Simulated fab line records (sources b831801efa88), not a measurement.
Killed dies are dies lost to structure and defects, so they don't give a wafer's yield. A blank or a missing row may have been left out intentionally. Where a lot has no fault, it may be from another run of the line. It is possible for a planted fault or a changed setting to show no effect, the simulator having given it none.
Which of the tools did it? || flow sky130 || 12 lots with 36 wafers sampled at 5 steps, on a route of 708 steps

## WHAT THE GAUGES SHOWED, per wafer
The record lacks any reading of a measuring or inspecting step that a usual standard deviation could be used to judge.

## TOOL THAT RAN EACH LOT (tool first, then ch and the chambers of the sampled wafers, then the start)
{"lot": "L781", "SKY_VT_ADJUST_NCORE_IMPLANT_09": "implanter-02 ch 0, day 8 21:37", "SKY_POLY_CUT_STRIP_12": "plasma_asher-01 ch 1, day 24 01:39", "SKY_LOCAL_INTERCONNECT_SPUTTER_00": "pvd_sputter-01, day 28 22:46", "SKY_LOCAL_INTERCONNECT_ETCH_13": "rie_metal-02 ch 1, day 30 03:48", "SKY_PAD_OPEN_PROBE_99": "-"}
{"lot": "L783", "SKY_VT_ADJUST_NCORE_IMPLANT_09": "implanter-04 ch 0, day 9 09:28", "SKY_POLY_CUT_STRIP_12": "plasma_asher-01 ch 0,1, day 25 22:57", "SKY_LOCAL_INTERCONNECT_SPUTTER_00": "pvd_sputter-03, day 30 19:56", "SKY_LOCAL_INTERCONNECT_ETCH_13": "rie_metal-01 ch 0,1, day 31 23:52", "SKY_PAD_OPEN_PROBE_99": "-"}
{"lot": "L782", "SKY_VT_ADJUST_NCORE_IMPLANT_09": "implanter-04 ch 0, day 9 10:34", "SKY_POLY_CUT_STRIP_12": "plasma_asher-02 ch 0,1, day 25 22:18", "SKY_LOCAL_INTERCONNECT_SPUTTER_00": "pvd_sputter-03, day 30 18:46", "SKY_LOCAL_INTERCONNECT_ETCH_13": "rie_metal-03 ch 0,1, day 31 23:31", "SKY_PAD_OPEN_PROBE_99": "-"}
{"lot": "L784", "SKY_VT_ADJUST_NCORE_IMPLANT_09": "implanter-01 ch 0, day 9 15:48", "SKY_POLY_CUT_STRIP_12": "plasma_asher-03 ch 0,1, day 29 11:56", "SKY_LOCAL_INTERCONNECT_SPUTTER_00": "pvd_sputter-04, day 34 04:43", "SKY_LOCAL_INTERCONNECT_ETCH_13": "rie_metal-01 ch 0, day 35 07:31", "SKY_PAD_OPEN_PROBE_99": "-"}
{"lot": "L785", "SKY_VT_ADJUST_NCORE_IMPLANT_09": "implanter-02 ch 0, day 9 22:49", "SKY_POLY_CUT_STRIP_12": "plasma_asher-02 ch 0,1, day 29 13:56", "SKY_LOCAL_INTERCONNECT_SPUTTER_00": "pvd_sputter-04, day 34 07:01", "SKY_LOCAL_INTERCONNECT_ETCH_13": "rie_metal-03 ch 0,1, day 35 08:22", "SKY_PAD_OPEN_PROBE_99": "-"}
{"lot": "L788", "SKY_VT_ADJUST_NCORE_IMPLANT_09": "implanter-04 ch 0, day 10 21:00", "SKY_POLY_CUT_STRIP_12": "plasma_asher-02 ch 0,1, day 29 18:20", "SKY_LOCAL_INTERCONNECT_SPUTTER_00": "pvd_sputter-01, day 34 12:20", "SKY_LOCAL_INTERCONNECT_ETCH_13": "rie_metal-03 ch 0,1, day 35 13:37", "SKY_PAD_OPEN_PROBE_99": "-"}
{"lot": "L789", "SKY_VT_ADJUST_NCORE_IMPLANT_09": "implanter-02 ch 0, day 11 03:19", "SKY_POLY_CUT_STRIP_12": "plasma_asher-02 ch 0, day 29 16:02", "SKY_LOCAL_INTERCONNECT_SPUTTER_00": "pvd_sputter-01, day 34 09:20", "SKY_LOCAL_INTERCONNECT_ETCH_13": "rie_metal-01 ch 0, day 35 10:48", "SKY_PAD_OPEN_PROBE_99": "prober-01, day 49 15:22"}
{"lot": "L791", "SKY_VT_ADJUST_NCORE_IMPLANT_09": "implanter-02 ch 0, day 11 17:31", "SKY_POLY_CUT_STRIP_12": "plasma_asher-03 ch 0,1, day 29 16:08", "SKY_LOCAL_INTERCONNECT_SPUTTER_00": "pvd_sputter-04, day 34 09:38", "SKY_LOCAL_INTERCONNECT_ETCH_13": "rie_metal-03 ch 0,1, day 35 11:10", "SKY_PAD_OPEN_PROBE_99": "-"}
{"lot": "L798", "SKY_VT_ADJUST_NCORE_IMPLANT_09": "implanter-01 ch 0, day 14 01:28", "SKY_POLY_CUT_STRIP_12": "plasma_asher-02 ch 0,1, day 30 06:54", "SKY_LOCAL_INTERCONNECT_SPUTTER_00": "pvd_sputter-01, day 34 21:55", "SKY_LOCAL_INTERCONNECT_ETCH_13": "rie_metal-02 ch 0,1, day 35 23:49", "SKY_PAD_OPEN_PROBE_99": "-"}
{"lot": "L800", "SKY_VT_ADJUST_NCORE_IMPLANT_09": "implanter-02 ch 0, day 14 08:42", "SKY_POLY_CUT_STRIP_12": "plasma_asher-01 ch 0,1, day 30 18:02", "SKY_LOCAL_INTERCONNECT_SPUTTER_00": "pvd_sputter-04, day 35 08:47", "SKY_LOCAL_INTERCONNECT_ETCH_13": "rie_metal-01 ch 0,1, day 36 10:51", "SKY_PAD_OPEN_PROBE_99": "-"}
{"lot": "L801", "SKY_VT_ADJUST_NCORE_IMPLANT_09": "implanter-02 ch 0, day 14 14:24", "SKY_POLY_CUT_STRIP_12": "plasma_asher-02 ch 1, day 30 21:32", "SKY_LOCAL_INTERCONNECT_SPUTTER_00": "pvd_sputter-01, day 35 12:26", "SKY_LOCAL_INTERCONNECT_ETCH_13": "rie_metal-03 ch 0, day 36 14:52", "SKY_PAD_OPEN_PROBE_99": "-"}
{"lot": "L802", "SKY_VT_ADJUST_NCORE_IMPLANT_09": "implanter-02 ch 0, day 14 22:05", "SKY_POLY_CUT_STRIP_12": "plasma_asher-02 ch 1, day 31 07:26", "SKY_LOCAL_INTERCONNECT_SPUTTER_00": "pvd_sputter-03, day 35 20:17", "SKY_LOCAL_INTERCONNECT_ETCH_13": "rie_metal-03 ch 0,1, day 36 22:04", "SKY_PAD_OPEN_PROBE_99": "-"}
- SKY_VT_ADJUST_NCORE_IMPLANT_09
- SKY_POLY_CUT_STRIP_12: strips in O2/N2.
- SKY_LOCAL_INTERCONNECT_SPUTTER_00: material TiN, target thk 100 nm, time 83.3 s.
- SKY_LOCAL_INTERCONNECT_ETCH_13: etches BARC in N2/H2, stops on SiO2, time 45.9 s, target depth 60 nm.
- SKY_PAD_OPEN_PROBE_99

## AS READ BY THE TOOLS THEMSELVES (means over the sampled wafers that have a number; for cases with no such wafer, the mark the record gives instead)
SKY_VT_ADJUST_NCORE_IMPLANT_09. Usual: beam_energy_keV 10.000, standard deviation 0.0033; dose_ions_cm2 2.4007e+12, standard deviation 2.8e+09; end_station_pressure_torr 5.05e-06 Torr, standard deviation 2.4e-07; faraday_current_uA 13.54, standard deviation 0.28.
{"lot": "L781", "tool": "implanter-02", "beam_energy_keV": 10.001, "dose_ions_cm2": 2.3993e+12, "end_station_pressure_torr (Torr)": 5.20e-06, "faraday_current_uA": 13.58, "flag": ""}
{"lot": "L783", "tool": "implanter-04", "beam_energy_keV": 9.997, "dose_ions_cm2": 2.4023e+12, "end_station_pressure_torr (Torr)": 5.10e-06, "faraday_current_uA": 13.31, "flag": ""}
{"lot": "L782", "tool": "implanter-04", "beam_energy_keV": 9.999, "dose_ions_cm2": 2.3980e+12, "end_station_pressure_torr (Torr)": 4.93e-06, "faraday_current_uA": 13.43, "flag": ""}
{"lot": "L784", "tool": "implanter-01", "beam_energy_keV": 10.003, "dose_ions_cm2": 2.4040e+12, "end_station_pressure_torr (Torr)": 5.12e-06, "faraday_current_uA": 13.67, "flag": ""}
{"lot": "L785", "tool": "implanter-02", "beam_energy_keV": 10.002, "dose_ions_cm2": 2.3992e+12, "end_station_pressure_torr (Torr)": 5.28e-06, "faraday_current_uA": 13.63, "flag": ""}
{"lot": "L788", "tool": "implanter-04", "beam_energy_keV": 10.001, "dose_ions_cm2": 2.3992e+12, "end_station_pressure_torr (Torr)": 5.05e-06, "faraday_current_uA": 13.46, "flag": ""}
{"lot": "L789", "tool": "implanter-02", "beam_energy_keV": 10.002, "dose_ions_cm2": 2.7739e+12, "end_station_pressure_torr (Torr)": 5.01e-06, "faraday_current_uA": 15.71, "flag": "OFF"}
{"lot": "L791", "tool": "implanter-02", "beam_energy_keV": 9.997, "dose_ions_cm2": 2.7757e+12, "end_station_pressure_torr (Torr)": 4.96e-06, "faraday_current_uA": 15.63, "flag": "OFF"}
{"lot": "L798", "tool": "implanter-01", "beam_energy_keV": 9.999, "dose_ions_cm2": 2.3990e+12, "end_station_pressure_torr (Torr)": 4.95e-06, "faraday_current_uA": 13.29, "flag": ""}
{"lot": "L800", "tool": "implanter-02", "beam_energy_keV": 9.998, "dose_ions_cm2": 2.3998e+12, "end_station_pressure_torr (Torr)": 4.87e-06, "faraday_current_uA": 13.44, "flag": ""}
{"lot": "L801", "tool": "implanter-02", "beam_energy_keV": 10.002, "dose_ions_cm2": 2.4021e+12, "end_station_pressure_torr (Torr)": 5.20e-06, "faraday_current_uA": 13.76, "flag": ""}
{"lot": "L802", "tool": "implanter-02", "beam_energy_keV": 9.999, "dose_ions_cm2": 2.3971e+12, "end_station_pressure_torr (Torr)": 5.37e-06, "faraday_current_uA": 13.56, "flag": ""}

SKY_POLY_CUT_STRIP_12. Usual: drypump_motor_current_A 5.7 A, standard deviation 0.62; oes_product_au 0.452 a.u., standard deviation 0.0048; strip_time_to_endpoint_s 5.351 s, standard deviation 0.018.
{"lot": "L781", "tool": "plasma_asher-01", "drypump_motor_current_A (A)": 5.6, "oes_product_au (a.u.)": 0.453, "strip_time_to_endpoint_s (s)": 5.330, "flag": ""}
{"lot": "L783", "tool": "plasma_asher-01", "drypump_motor_current_A (A)": 5.4, "oes_product_au (a.u.)": 0.450, "strip_time_to_endpoint_s (s)": 5.329, "flag": ""}
{"lot": "L782", "tool": "plasma_asher-02", "drypump_motor_current_A (A)": 5.8, "oes_product_au (a.u.)": 0.452, "strip_time_to_endpoint_s (s)": 5.350, "flag": ""}
{"lot": "L784", "tool": "plasma_asher-03", "drypump_motor_current_A (A)": 5.2, "oes_product_au (a.u.)": 0.453, "strip_time_to_endpoint_s (s)": 5.340, "flag": ""}
{"lot": "L785", "tool": "plasma_asher-02", "drypump_motor_current_A (A)": 6.3, "oes_product_au (a.u.)": 0.447, "strip_time_to_endpoint_s (s)": 5.360, "flag": ""}
{"lot": "L788", "tool": "plasma_asher-02", "drypump_motor_current_A (A)": 5.8, "oes_product_au (a.u.)": 0.449, "strip_time_to_endpoint_s (s)": 5.376, "flag": ""}
{"lot": "L789", "tool": "plasma_asher-02", "drypump_motor_current_A (A)": 6.7, "oes_product_au (a.u.)": 0.450, "strip_time_to_endpoint_s (s)": 5.362, "flag": ""}
{"lot": "L791", "tool": "plasma_asher-03", "drypump_motor_current_A (A)": 5.5, "oes_product_au (a.u.)": 0.451, "strip_time_to_endpoint_s (s)": 5.357, "flag": ""}
{"lot": "L798", "tool": "plasma_asher-02", "drypump_motor_current_A (A)": 6.3, "oes_product_au (a.u.)": 0.449, "strip_time_to_endpoint_s (s)": 5.327, "flag": ""}
{"lot": "L800", "tool": "plasma_asher-01", "drypump_motor_current_A (A)": 5.5, "oes_product_au (a.u.)": 0.453, "strip_time_to_endpoint_s (s)": 5.337, "flag": ""}
{"lot": "L801", "tool": "plasma_asher-02", "drypump_motor_current_A (A)": 5.4, "oes_product_au (a.u.)": 0.452, "strip_time_to_endpoint_s (s)": 5.354, "flag": ""}
{"lot": "L802", "tool": "plasma_asher-02", "drypump_motor_current_A (A)": 5.3, "oes_product_au (a.u.)": 0.450, "strip_time_to_endpoint_s (s)": 5.366, "flag": ""}

SKY_LOCAL_INTERCONNECT_SPUTTER_00. Usual: throttle_valve_pct 29.8 %, standard deviation 0.98.
{"lot": "L781", "tool": "pvd_sputter-01", "throttle_valve_pct (%)": 29.3, "flag": ""}
{"lot": "L783", "tool": "pvd_sputter-03", "throttle_valve_pct (%)": 31.1, "flag": ""}
{"lot": "L782", "tool": "pvd_sputter-03", "throttle_valve_pct (%)": 31.0, "flag": ""}
{"lot": "L784", "tool": "pvd_sputter-04", "throttle_valve_pct (%)": 30.1, "flag": ""}
{"lot": "L785", "tool": "pvd_sputter-04", "throttle_valve_pct (%)": 29.9, "flag": ""}
{"lot": "L788", "tool": "pvd_sputter-01", "throttle_valve_pct (%)": 29.4, "flag": ""}
{"lot": "L789", "tool": "pvd_sputter-01", "throttle_valve_pct (%)": 29.2, "flag": ""}
{"lot": "L791", "tool": "pvd_sputter-04", "throttle_valve_pct (%)": 29.7, "flag": ""}
{"lot": "L798", "tool": "pvd_sputter-01", "throttle_valve_pct (%)": 29.5, "flag": ""}
{"lot": "L800", "tool": "pvd_sputter-04", "throttle_valve_pct (%)": 30.3, "flag": ""}
{"lot": "L801", "tool": "pvd_sputter-01", "throttle_valve_pct (%)": 29.3, "flag": ""}
{"lot": "L802", "tool": "pvd_sputter-03", "throttle_valve_pct (%)": 31.3, "flag": ""}

SKY_LOCAL_INTERCONNECT_ETCH_13. Usual: drypump_motor_current_A 5.9 A, standard deviation 0.5; h2_flow_sccm 200.0 sccm, standard deviation 0.62; oes_product_au 0.853 a.u., standard deviation 0.0053; throttle_valve_pct 13.225 %, standard deviation 0.01.
{"lot": "L781", "tool": "rie_metal-02", "drypump_motor_current_A (A)": 5.3, "h2_flow_sccm (sccm)": 200.3, "oes_product_au (a.u.)": 0.859, "throttle_valve_pct (%)": 13.232, "flag": ""}
{"lot": "L783", "tool": "rie_metal-01", "drypump_motor_current_A (A)": 5.8, "h2_flow_sccm (sccm)": 200.2, "oes_product_au (a.u.)": 0.853, "throttle_valve_pct (%)": 13.224, "flag": ""}
{"lot": "L782", "tool": "rie_metal-03", "drypump_motor_current_A (A)": 6.1, "h2_flow_sccm (sccm)": 200.6, "oes_product_au (a.u.)": 0.851, "throttle_valve_pct (%)": 13.228, "flag": ""}
{"lot": "L784", "tool": "rie_metal-01", "drypump_motor_current_A (A)": 6.2, "h2_flow_sccm (sccm)": 199.0, "oes_product_au (a.u.)": 0.855, "throttle_valve_pct (%)": 13.214, "flag": ""}
{"lot": "L785", "tool": "rie_metal-03", "drypump_motor_current_A (A)": 6.1, "h2_flow_sccm (sccm)": 199.6, "oes_product_au (a.u.)": 0.860, "throttle_valve_pct (%)": 13.227, "flag": ""}
{"lot": "L788", "tool": "rie_metal-03", "drypump_motor_current_A (A)": 6.1, "h2_flow_sccm (sccm)": 199.6, "oes_product_au (a.u.)": 0.858, "throttle_valve_pct (%)": 13.229, "flag": ""}
{"lot": "L789", "tool": "rie_metal-01", "drypump_motor_current_A (A)": 6.2, "h2_flow_sccm (sccm)": 200.2, "oes_product_au (a.u.)": 0.853, "throttle_valve_pct (%)": 13.220, "flag": ""}
{"lot": "L791", "tool": "rie_metal-03", "drypump_motor_current_A (A)": 5.8, "h2_flow_sccm (sccm)": 200.2, "oes_product_au (a.u.)": 0.850, "throttle_valve_pct (%)": 13.223, "flag": ""}
{"lot": "L798", "tool": "rie_metal-02", "drypump_motor_current_A (A)": 5.7, "h2_flow_sccm (sccm)": 200.6, "oes_product_au (a.u.)": 0.855, "throttle_valve_pct (%)": 13.220, "flag": ""}
{"lot": "L800", "tool": "rie_metal-01", "drypump_motor_current_A (A)": 5.8, "h2_flow_sccm (sccm)": 199.3, "oes_product_au (a.u.)": 0.853, "throttle_valve_pct (%)": 13.220, "flag": ""}
{"lot": "L801", "tool": "rie_metal-03", "drypump_motor_current_A (A)": 6.3, "h2_flow_sccm (sccm)": 199.9, "oes_product_au (a.u.)": 0.851, "throttle_valve_pct (%)": 13.228, "flag": ""}
{"lot": "L802", "tool": "rie_metal-03", "drypump_motor_current_A (A)": 6.1, "h2_flow_sccm (sccm)": 200.5, "oes_product_au (a.u.)": 0.854, "throttle_valve_pct (%)": 13.225, "flag": ""}

SKY_PAD_OPEN_PROBE_99. Usual: killed_at_M0_to_M3 42, standard deviation 7.3; killed_at_M4_up 3.4, standard deviation 2; killed_at_contacts 24, standard deviation 5.8; killed_at_front_end 15, standard deviation 4.6; killed_at_other 0.3, standard deviation 0.62; killed_dies 84, standard deviation 9.8; killed_open 47, standard deviation 6.9; killed_short 38, standard deviation 6.3.
{"lot": "L789", "tool": "prober-01", "killed_at_M0_to_M3": 40, "killed_at_M4_up": 3.3, "killed_at_contacts": 24, "killed_at_front_end": 18, "killed_at_other": 0.3, "killed_dies": 86, "killed_open": 43, "killed_short": 42, "flag": ""}

## THE ANSWER, worked out from the rows above alone
Rule: take the mean of a lot's wafers that have a number; if it is more than 3 standard deviations from the usual mean, the lot is off. A lot without any number at a reading at which 4 lots or more have one is off too. Where the step has rows for the other lots, those lots are counted as sound. After the gauges, taken in route order, come the tools' own readings; for these a lot's mean is taken, as printed above. At the first step where some lot is off, the reading lying furthest off is the one used; lots without a number count as furthest.
Off: L789, L791 (SKY_VT_ADJUST_NCORE_IMPLANT_09, dose_ions_cm2).
A tool fits if, at that step or a process step before it, it ran every lot that is off, and no sound lot after the first of them. Of those tried, none fits.

## WHAT THE SIMULATOR PUT IN
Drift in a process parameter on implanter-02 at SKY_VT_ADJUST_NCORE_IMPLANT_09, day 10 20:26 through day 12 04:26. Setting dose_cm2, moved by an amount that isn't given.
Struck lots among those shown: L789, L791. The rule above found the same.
